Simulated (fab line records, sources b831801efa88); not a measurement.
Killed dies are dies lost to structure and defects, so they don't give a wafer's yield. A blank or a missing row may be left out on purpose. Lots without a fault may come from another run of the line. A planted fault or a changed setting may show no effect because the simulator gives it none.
Split-lot experiment | flow sfq_line | 5 lots, 23 wafers read, on a route of 325 steps

THE SPLIT
At SFQ_TRILAYER_M8_LITHO_COAT_193 (resist thk 600 nm), the setting resist_thk_nm was moved away from the recipe's 600 nm on 11 of the 23 wafers read, by +1.9% to +5.8%. The other wafers ran this setting at the recipe's value.

The reading is taken at the split's own step.

THE READING
KrF_of_TRILAYER_M8_LITHO_COAT_193.thk_nm (the simulator's own value, which no gauge read), in nm, at SFQ_TRILAYER_M8_LITHO_COAT_193 (resist thk 600 nm). The file gives no usual value for it. The 12 wafers here that ran the recipe average 599.0 nm, standard deviation 1.3 nm.

wafer  | tool, chamber at the split | resist_thk_nm as run, nm | against the recipe | KrF_of_TRILAYER_M8_LITHO_COAT_193.thk_nm, nm | against lot-mates on the recipe
L076.1 | litho_track-04, 0          | 634.1                    | +5.7%              | 633.9                                        | +32.9
L076.2 | litho_track-04, 0          | 634.1                    | +5.7%              | 631.2                                        | +30.2
L076.3 | litho_track-04, 0          | 600                      | recipe             | 601.9                                        | -
L076.4 | litho_track-04, 0          | 634.1                    | +5.7%              | 632.6                                        | +31.6
L076.5 | litho_track-04, 0          | 600                      | recipe             | 600.2                                        | -
L077.1 | litho_track-03, 0          | 634.9                    | +5.8%              | 634                                          | +35.8
L077.3 | litho_track-03, 0          | 634.9                    | +5.8%              | 635.5                                        | +37.2
L077.4 | litho_track-03, 0          | 634.9                    | +5.8%              | 632.9                                        | +34.6
L077.5 | litho_track-03, 0          | 600                      | recipe             | 599                                          | -
L077.6 | litho_track-03, 0          | 600                      | recipe             | 597.5                                        | -
L078.1 | litho_track-04, 0          | 600                      | recipe             | 600.3                                        | -
L078.3 | litho_track-04, 0          | 600                      | recipe             | 600                                          | -
L078.4 | litho_track-04, 0          | 631                      | +5.2%              | 632                                          | +31.9
L078.5 | litho_track-04, 0          | 631                      | +5.2%              | 632.5                                        | +32.4
L078.6 | litho_track-04, 0          | 631                      | +5.2%              | 634.6                                        | +34.5
L080.1 | litho_track-03, 0          | 600                      | recipe             | 598.2                                        | -
L080.3 | litho_track-03, 0          | 611.3                    | +1.9%              | 609.7                                        | +11.8
L080.4 | litho_track-03, 0          | 611.3                    | +1.9%              | 610.1                                        | +12.2
L080.5 | litho_track-03, 0          | 600                      | recipe             | 598.1                                        | -
L080.6 | litho_track-03, 0          | 600                      | recipe             | 597.3                                        | -
L082.3 | litho_track-03, 0          | 600                      | recipe             | 599.1                                        | -
L082.4 | litho_track-03, 0          | 600                      | recipe             | 597.5                                        | -
L082.6 | litho_track-03, 0          | 600                      | recipe             | 598.8                                        | -

THE FIT
A straight line over all 23 wafers: KrF_of_TRILAYER_M8_LITHO_COAT_193.thk_nm changes by +6.15 nm for each +1% of resist_thk_nm; r = +1.00; the points scatter about the line by 1.6 nm.
The same after taking each lot's own level away (the mean of its wafers on the recipe; 23 wafers): +6 nm for each +1%; r = +1.00; scatter 1.5 nm.
On that fit, the largest move of resist_thk_nm shifts the reading by 35 nm.
The lots' own levels span 597.87 to 601.05 nm, that is 2.4 times the standard deviation above.
So the lot-to-lot level changes the slope little: the two slopes agree.
Check: with one of the wafers moved furthest among these (+5.8%) left out of the fit, the line predicts +34.9 nm for it against its lot-mates. It came out at +35.8 nm against them.

OTHER SPLITS ON THESE WAFERS
These wafers also went through other splits before the reading. Each is held against what the fit with the lots' levels taken away leaves over:
other split on the same wafers                    | wafers away from the commonest value | r with KrF_of_TRILAYER_M8_LITHO_COAT_193.thk_nm (lot level and that fit taken away)
SFQ_TRILAYER_M5_BARC_OPEN_METAL_ETCH_161 time_s   | 6                                    | -0.24
SFQ_TRILAYER_R5_LITHO_EXPOSE_137 dose_mj          | 11                                   | -0.24
SFQ_TRILAYER_I5_LITHO_COAT_149 resist_thk_nm      | 11                                   | +0.20
SFQ_TRILAYER_I5_BARC_OPEN_VIA_ETCH_200 bias_w     | 10                                   | +0.03
SFQ_TRILAYER_C5_LITHO_EXPOSE_152 dose_mj          | 9                                    | +0.02
SFQ_TRILAYER_M6_LITHO_PEB_162 peb_time_s          | 8                                    | +0.44
SFQ_TRILAYER_I6_VIA_LITHO_COAT_169 spin_rpm       | 5                                    | -0.41
SFQ_TRILAYER_I6_VIA_BARC_OPEN_VIA_ETCH_235 bias_w | 7                                    | -0.04
SFQ_TRILAYER_M7_LITHO_PEB_180 peb_time_s          | 9                                    | -0.30

THE FILE'S OWN FIT
KrF_of_TRILAYER_M8_LITHO_COAT_193.thk_nm changes by +6.02 nm for each +1% of resist_thk_nm, r = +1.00.
